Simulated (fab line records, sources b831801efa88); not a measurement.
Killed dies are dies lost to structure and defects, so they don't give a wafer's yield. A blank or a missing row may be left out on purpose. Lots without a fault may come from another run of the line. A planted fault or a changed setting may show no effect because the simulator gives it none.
fab line records | flow sky130
record lots=11 wafers=33 last_day=50
route steps=708 shown FIELD_ISO@16 NWELL@78 VT_ADJUST_HVTP@94
lots that met no fault: from a run of the same line without faults
start_h: hours from the record's first day to the start of the lot's first wafer shown | wait_h: hours since the lot's step before | " the same as in the row above | L1.1+2: a row that stands for several wafers | - no value, or no start given | * or withheld: withheld | < > ~ a bound
route shown NAME@n: a module of which the file shows steps, and the number in the route of the first | usual: mean/standard deviation of fault-free wafers | same: alike in all rows | chamber/n: place in a boat | sites: the reading at each site | _std_site: their standard deviation | _edge_site: outer sites' mean less inner sites' | radius_mm: how far each site lies from the wafer's centre | mask NAME#n: copy n | behind: the tool/chamber that last shaped the wafer | hold: why the lot was held/for how many hours/how that ended | device: the transistor (n, p or np) that didn't switch | end of line: the same wafers' tests at the end of the route | a step without rows: its recipe alone | killed: dies lost to structure and defects at the first sort, not the wafer's yield | map: a wafer's dies, x killed, . not, _ none there
set.NAME: the setting as run; set.NAME@STEP: as run at that earlier step | model.NAME: the simulator's own value behind a step, which no gauge read
steps of the route over a sample of lots; a table a step, a row a wafer
services: from which hour (start_h, from the record's first day; less than 0 if before it) a tool's chamber was out of use, for how many hours, and why
## steps
# step SKY_FIELD_ISO_ETCH_15
# recipe chemistry=CHF3/O2 target_depth_nm=180 stop_on=Si source_w=600 bias_w=200 pressure_mtorr=40 chf3_flow_sccm=50 O2_flow_sccm=5 time_s=72
# usual chamber_pressure_mTorr=40.01/0.037 chf3_flow_sccm=50.01/0.15 drypump_motor_current_A=5.9/0.36 oes_product_au=0.947/0.0067 throttle_valve_pct=8.844/0.0092
# columns lot.wafer tool chamber start_h wait_h chamber_pressure_mTorr chf3_flow_sccm drypump_motor_current_A oes_product_au rf_hours_counter_h throttle_valve_pct
L928.2 rie_diel-01 3 51.11 0.0 40.00 50.12 5.4 0.936 31 8.855
L928.3 " 0 " " 39.90 49.81 5.5 0.943 91 8.843
L928.5 " 2 " " 39.99 49.92 5.3 0.950 - 8.845
L929.3 rie_diel-03 0 56.31 0.0 40.03 50.22 5.9 0.949 114 8.845
L929.4 " 2 " " 40.03 49.78 5.6 0.946 116 8.846
L929.5 " 1 " " 39.99 50.00 6.1 0.950 - 8.839
L930.1 rie_diel-01 0 59.11 0.0 40.02 49.77 5.5 0.955 91 8.833
L930.4 " 2 " " 40.02 49.95 5.3 0.945 4 8.837
L930.5 " 0 " " 39.98 49.85 5.6 0.956 - 8.849
L933.1 rie_diel-03 1 76.81 0.0 39.99 49.88 6.1 0.958 0 8.860
L933.5 " 0 " " 40.09 50.01 5.9 0.958 - 8.847
L933.6 " 3 " " 40.04 49.97 6.5 0.947 - 8.854
L934.1 rie_diel-03 3 82.47 0.0 39.99 49.90 6.5 0.949 15 8.848
L934.3 " 2 " " 39.99 50.09 5.6 0.954 117 8.837
L934.4 " 1 " " 39.97 49.98 6.1 0.953 0 8.838
L935.1 rie_diel-04 1 90.62 0.0 39.93 49.96 6.4 0.948 11 8.842
L935.3 " 3 " " 39.97 49.91 5.9 0.940 26 8.849
L935.5 " 2 " " 40.05 50.02 6.1 0.952 - 8.838
L941.1 rie_diel-04 1 120.32 0.0 39.95 49.89 6.3 0.952 11 8.855
L941.5 " 3 " " 40.03 50.13 5.9 0.954 - 8.847
L941.6 " 0 " " 39.93 49.99 6.0 0.954 - 8.853
L944.1 rie_diel-03 0 133.92 0.0 40.00 49.79 5.9 0.945 115 8.845
L944.5 " 3 " " 39.97 50.19 6.5 0.946 - 8.850
L944.6 " 0 " " 40.02 49.97 5.9 0.937 - 8.857
L945.2 rie_diel-03 3 138.21 0.0 40.01 50.08 6.5 0.947 16 8.850
L945.4 " 0 " " 40.04 49.98 5.9 0.944 115 8.858
L945.5 " 1 " " 40.01 50.01 6.1 0.948 - 8.847
L946.1 rie_diel-01 2 144.71 0.0 40.05 50.06 5.3 0.933 6 8.843
L946.2 " 3 " " 39.99 50.12 5.4 0.930 33 8.842
L946.3 " 1 " " 40.04 50.18 6.2 0.939 65 8.848
L947.1 rie_diel-01 1 150.06 0.0 40.01 50.05 6.2 0.939 65 8.835
L947.4 " 3 " " 40.02 50.04 5.4 0.937 33 8.841
L947.6 " 3 " " 39.97 50.05 5.4 0.939 - 8.838
# step SKY_FIELD_ISO_STRIP_16
# recipe chemistry=O2/N2 power_w=1400 pressure_mtorr=1500 platen_temp_c=withheld o2_flow_sccm=3000 n2_flow_sccm=300 overash_fraction=0.5
# usual chamber_pressure_mTorr=1499.9/1.3 drypump_motor_current_A=5.46/0.2 oes_product_au=0.378/0.0045 strip_time_to_endpoint_s=3.55/0.044
# columns lot.wafer tool chamber start_h wait_h chamber_pressure_mTorr drypump_motor_current_A oes_product_au rf_hours_counter_h strip_time_to_endpoint_s
L928.2 plasma_asher-03 1 51.17 0.0 1497.8 5.72 0.382 33 3.53
L928.3 " 1 " " 1497.6 5.72 0.373 - 3.56
L928.5 " 1 " " 1500.3 5.72 0.379 - 3.57
L929.3 plasma_asher-01 0 56.40 0.1 1501.9 5.52 0.373 - 3.52
L929.4 " 1 " " 1498.2 5.44 0.375 - 3.59
L929.5 " 1 " " 1498.6 5.44 0.380 - 3.58
L930.1 plasma_asher-01 0 59.16 0.0 1499.1 5.52 0.376 38 3.52
L930.4 " 1 " " 1499.9 5.44 0.376 - 3.54
L930.5 " 1 " " 1501.0 5.45 0.381 - 3.54
L933.1 plasma_asher-03 1 76.87 0.0 1501.1 5.69 0.386 36 3.60
L933.5 " 1 " " 1499.8 5.68 0.379 - 3.52
L933.6 " 0 " " 1500.2 5.28 0.381 - 3.64
L934.1 plasma_asher-01 0 82.53 0.0 1501.7 5.53 0.374 40 3.62
L934.3 " 0 " " 1499.3 5.51 0.372 - 3.58
L934.4 " 1 " " 1498.8 5.42 0.371 - 3.56
L935.1 plasma_asher-03 1 90.68 0.0 1500.4 5.72 0.376 37 3.48
L935.3 " 1 " " 1500.8 5.69 0.376 - 3.53
L935.5 " 0 " " 1502.4 5.30 0.377 - 3.53
L941.1 plasma_asher-03 1 120.38 0.0 1499.4 5.71 0.373 41 3.48
L941.5 " 0 " " 1498.8 5.29 0.386 - 3.53
L941.6 " 1 " " 1500.2 5.72 0.378 - 3.50
L944.1 plasma_asher-03 0 133.98 0.0 1498.0 5.28 0.376 42 3.46
L944.5 " 1 " " 1500.2 5.68 0.381 - 3.61
L944.6 " 0 " " 1498.0 5.28 0.380 - 3.49
L945.2 plasma_asher-01 1 138.26 0.0 1501.5 5.45 0.379 2 3.60
L945.4 " 0 " " 1499.0 5.54 0.373 - 3.48
L945.5 " 1 " " 1501.6 5.44 0.374 - 3.55
L946.1 plasma_asher-04 0 144.77 0.0 1501.1 5.10 0.372 34 3.60
L946.2 " 1 " " 1499.9 5.67 0.373 34 3.52
L946.3 " 0 " " 1500.1 5.12 0.378 - 3.53
L947.1 plasma_asher-04 0 150.12 0.0 1497.5 5.13 0.379 35 3.55
L947.4 " 1 " " 1497.7 5.68 0.373 - 3.53
L947.6 " 0 " " 1498.5 5.11 0.376 - 3.51
# step SKY_NWELL_STRIP_25
# recipe chemistry=O2/N2 power_w=1400 pressure_mtorr=1500 platen_temp_c=withheld o2_flow_sccm=3000 n2_flow_sccm=300 overash_fraction=0.5
# usual chamber_pressure_mTorr=1499.9/1.3 drypump_motor_current_A=5.8/0.44 oes_product_au=0.722/0.0041 strip_time_to_endpoint_s=36.95/0.1
# columns lot.wafer tool chamber start_h wait_h chamber_pressure_mTorr drypump_motor_current_A oes_product_au rf_hours_counter_h strip_time_to_endpoint_s
L928.2 plasma_asher-02 1 131.73 0.1 1500.2 6.5 0.714 44 37.08
L928.3 " 0 " " 1501.0 6.3 0.726 - 36.98
L928.5 " 1 " " 1499.3 6.4 0.726 - 36.97
L929.3 plasma_asher-03 0 139.48 0.1 1499.9 5.3 0.727 - 36.91
L929.4 " 1 " " 1498.1 5.7 0.724 - 37.09
L929.5 " 1 " " 1498.7 5.7 0.719 - 37.07
L930.1 plasma_asher-02 1 142.23 0.1 1500.7 6.5 0.720 45 36.97
L930.4 " 1 " " 1500.3 6.5 0.723 - 36.95
L930.5 " 0 " " 1499.8 6.3 0.721 - 36.97
L933.1 plasma_asher-01 1 161.49 0.1 1502.1 5.5 0.721 4 36.94
L933.5 " 0 " " 1501.0 5.5 0.717 - 36.94
L933.6 " 1 " " 1500.5 5.5 0.722 - 36.86
L934.1 plasma_asher-01 1 168.29 0.1 1498.4 5.4 0.724 5 36.96
L934.3 " 0 " " 1499.4 5.5 0.719 - 36.84
L934.4 " 1 " " 1500.2 5.5 0.718 - 36.95
L935.1 plasma_asher-01 0 176.28 0.1 1498.6 5.5 0.728 5 37.09
L935.3 " 1 " " 1499.0 5.4 0.714 - 37.07
L935.5 " 1 " " 1498.4 5.4 0.719 - 37.02
L941.1 plasma_asher-03 0 211.08 0.1 1499.9 5.3 0.725 50 37.00
L941.5 " 1 " " 1499.7 5.7 0.720 - 36.96
L941.6 " 0 " " 1500.8 5.3 0.732 - 37.01
L944.1 plasma_asher-03 1 228.33 0.1 1498.7 5.7 0.721 51 36.85
L944.5 " 0 " " 1498.6 5.3 0.723 - 36.79
L944.6 " 1 " " 1499.6 5.7 0.726 - 36.95
L945.2 plasma_asher-01 1 233.78 0.1 1502.3 5.4 0.730 11 37.05
L945.4 " 1 " " 1499.8 5.4 0.721 - 37.01
L945.5 " 0 " " 1499.5 5.5 0.724 - 36.84
L946.1 plasma_asher-03 1 238.08 0.1 1501.2 5.7 0.715 53 36.77
L946.2 " 0 " " 1500.4 5.3 0.723 53 36.84
L946.3 " 0 " " 1499.4 5.3 0.714 - 36.82
L947.1 plasma_asher-01 0 244.18 0.1 1499.8 5.5 0.714 13 36.78
L947.4 " 0 " " 1501.0 5.5 0.728 - 36.78
L947.6 " 1 " " 1499.5 5.4 0.716 - 36.66
# step SKY_VT_ADJUST_HVTP_IMPLANT_09
# recipe species=As energy_kev=150 dose_cm2=4.3e+12 tilt_deg=withheld
# usual beam_energy_keV=150.00/0.048
# columns lot.wafer tool chamber start_h wait_h beam_energy_keV
L928.2 implanter-02 0 151.42 0.0 149.92
L928.3 " 0 " " 150.02
L928.5 " 0 " " 149.95
L929.3 implanter-03 0 160.26 0.1 149.99
L929.4 " 0 " " 149.92
L929.5 " 0 " " 149.97
L930.1 implanter-01 0 163.24 0.0 149.95
L930.4 " 0 " " 149.88
L930.5 " 0 " " 149.99
L933.1 implanter-01 0 183.55 0.0 135.82
L933.5 " 0 " " 135.87
L933.6 " 0 " " 135.80
L934.1 implanter-01 0 189.40 0.0 135.93
L934.3 " 0 " " 135.83
L934.4 " 0 " " 135.91
L935.1 implanter-03 0 198.35 0.0 150.01
L935.3 " 0 " " 149.95
L935.5 " 0 " " 149.93
L941.1 implanter-03 0 234.40 0.0 149.99
L941.5 " 0 " " 150.02
L941.6 " 0 " " 150.01
L944.1 implanter-03 0 251.35 0.0 150.02
L944.5 " 0 " " 150.00
L944.6 " 0 " " 150.03
L945.2 implanter-03 0 257.27 0.0 149.99
L945.4 " 0 " " 150.01
L945.5 " 0 " " 150.03
L946.1 implanter-01 0 261.85 0.0 149.96
L946.2 " 0 " " 150.06
L946.3 " 0 " " 150.03
L947.1 implanter-03 0 268.21 0.0 150.07
L947.4 " 0 " " 150.16
L947.6 " 0 " " 150.06
# step SKY_VT_ADJUST_HVTP_TW_MEAS_11
# usual VT_ADJUST_HVTP_TW=1358/6.1
# columns lot.wafer tool chamber start_h wait_h VT_ADJUST_HVTP_TW
L928.2 film_metro-03 - 151.66 0.1 1351
L928.3 " - " " 1360
L928.5 " - " " 1356
L929.3 film_metro-03 - 160.49 0.1 1361
L929.4 " - " " 1357
L929.5 " - " " 1359
L930.1 film_metro-04 - 163.49 0.1 1358
L930.4 " - " " 1361
L930.5 " - " " 1355
L933.1 film_metro-04 - 183.80 0.1 1328
L933.5 " - " " 1330
L933.6 " - " " 1322
L934.1 film_metro-03 - 189.65 0.1 1332
L934.3 " - " " 1328
L934.4 " - " " 1324
L935.1 film_metro-04 - 198.60 0.1 1358
L935.3 " - " " 1354
L935.5 " - " " 1361
L941.1 film_metro-04 - 234.65 0.1 1371
L941.5 " - " " 1360
L941.6 " - " " 1366
L944.1 film_metro-04 - 251.60 0.1 1362
L944.5 " - " " 1369
L944.6 " - " " 1357
L945.2 film_metro-04 - 257.51 0.1 1365
L945.4 " - " " 1371
L945.5 " - " " 1376
L946.1 film_metro-02 - 262.10 0.1 1357
L946.2 " - " " 1353
L946.3 " - " " 1360
L947.1 film_metro-02 - 268.46 0.1 1355
L947.4 " - " " 1355
L947.6 " - " " 1359
## services
# columns tool chamber start_h hours kind
plasma_asher-03 - 31.66 14.6 pm
rie_diel-01 - 40.86 2.8 pm
plasma_asher-01 - 44.87 1.0 repair
rie_diel-01 1 46.27 5.4 repair
rie_diel-01 - 54.20 0.1 repair
rie_diel-03 0 64.91 3.8 repair
rie_diel-03 1 69.27 6.7 repair
rie_diel-03 3 86.14 26.7 repair
plasma_asher-01 - 108.75 9.0 pm
implanter-01 - 108.78 25.8 pm
implanter-03 - 111.99 7.5 repair
rie_diel-03 0 117.10 14.1 repair
rie_diel-03 - 117.92 0.2 repair
plasma_asher-01 - 119.02 2.1 repair
implanter-01 - 144.22 1.5 repair
plasma_asher-01 - 158.55 2.8 pm
implanter-01 - 171.32 3.0 repair
plasma_asher-03 - 183.84 3.5 repair
plasma_asher-03 - 187.78 1.6 repair
rie_diel-01 1 193.15 3.9 repair
rie_diel-01 0 197.53 7.9 repair
implanter-03 - 219.86 2.3 repair
implanter-03 - 226.80 3.2 pm
rie_diel-03 0 245.26 5.7 repair
## key
first_sign step=SKY_VT_ADJUST_HVTP_IMPLANT_09 reading=beam_energy_keV direction=down sigmas=99+ usual=* struck=*
effect step=SKY_VT_ADJUST_HVTP_TW_MEAS_11 reading=VT_ADJUST_HVTP_TW direction=down sigmas=5 usual=1358 struck=1327
met_at SKY_VT_ADJUST_HVTP_IMPLANT_09
struck_lots L933,L934
tester_left_out L933,L934
not_acting_at SKY_FIELD_ISO_ETCH_15,SKY_FIELD_ISO_STRIP_16,SKY_NWELL_STRIP_25
onset_between 163.24 183.55
fault kind=process_parameter_drift tool=implanter-01 chamber=- onset_h=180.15 steps=SKY_VT_ADJUST_HVTP_IMPLANT_09 channel=energy_kev offset=* shape=step end_h=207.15 acts_in=* stated=*
# tester_left_out: of these lots the tester's yield and bins aren't shown, on N5 and GAA mostly nor the transistor test; their killed dies are dies lost to structure and defects alone, not to doping, threshold or leakage, so they don't give the yield
